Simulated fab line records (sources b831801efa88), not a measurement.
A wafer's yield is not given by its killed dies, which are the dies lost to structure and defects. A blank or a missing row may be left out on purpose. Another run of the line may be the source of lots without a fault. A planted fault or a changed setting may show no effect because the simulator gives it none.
Chamber matching | flow sky130 | SKY_CONTACT_CVD_00 on pecvd-04 has 3 sister chambers
The step deposits Si3N4, target thk 75 nm. 22 wafers are shown with their chamber, then 11 later ones without.

== WAFERS, EACH WITH ITS CHAMBER ==
wafer  | chamber | heater power w (W)
L076.1 | 1       | 711
L076.2 | 2       | 782
L076.6 | 0       | 865
L077.1 | 2       | 934
L077.4 | 0       | 909
L077.6 | 1       | 647
L082.2 | 2       | 939
L082.3 | 0       | 923
L082.6 | 1       | 703
L084.1 | 1       | 755
L084.3 | 2       | 884
L084.5 | 0       | 958
L085.1 | 1       | 693
L085.4 | 0       | 911
L085.5 | 2       | 848
L089.2 | 2       | 927
L089.3 | 0       | 869
L089.4 | 1       | 663
L091.2 | 0       | 901
L091.4 | 2       | 867
L091.6 | 1       | 748
L092.4 | 2       | 873

SIGNATURES (means of the wafers above)
reading        | chamber 0 | chamber 1 | chamber 2 | scatter within a chamber
heater power w | 905.14    | 702.86    | 881.75    | 43
Rule: a wafer's distance from a chamber is the root of the sum, over the readings, of the square of ((its reading less the chamber's mean) divided by the reading's scatter). The wafer belongs to the nearest chamber; if the next one is less than 2 further off, it can't be placed. The scatter is the square root of a quotient: the sum, over the shown wafers, of each reading's squared deviation from its chamber's mean, divided by wafers minus chambers.

== WAFERS MISSING THEIR CHAMBER ==
wafer  | heater power w (W)
L092.5 | 916
L092.6 | 710
L093.2 | 916
L093.3 | 670
L093.4 | 670
L095.2 | 731
L095.5 | 788
L095.6 | 856
L097.1 | 669
L097.2 | 914
L097.6 | 783

== WHICH CHAMBER EACH WENT THROUGH ==
wafer  | from the rows above          | in truth
L092.5 | can't be placed: 0 or 2      | 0
L092.6 | 1                            | 1
L093.2 | can't be placed: 0 or 2      | 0
L093.3 | 1                            | 1
L093.4 | 1                            | 1
L095.2 | 1                            | 1
L095.5 | can't be placed: 1 or 2 or 0 | 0
L095.6 | can't be placed: 2 or 0      | 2
L097.1 | 1                            | 1
L097.2 | can't be placed: 0 or 2      | 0
L097.6 | can't be placed: 1 or 2 or 0 | 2
Correct placement for 5 of the 11. Can't be placed from these rows: 6 (the true chamber is among the candidates in 6). Wrongly placed: 0.
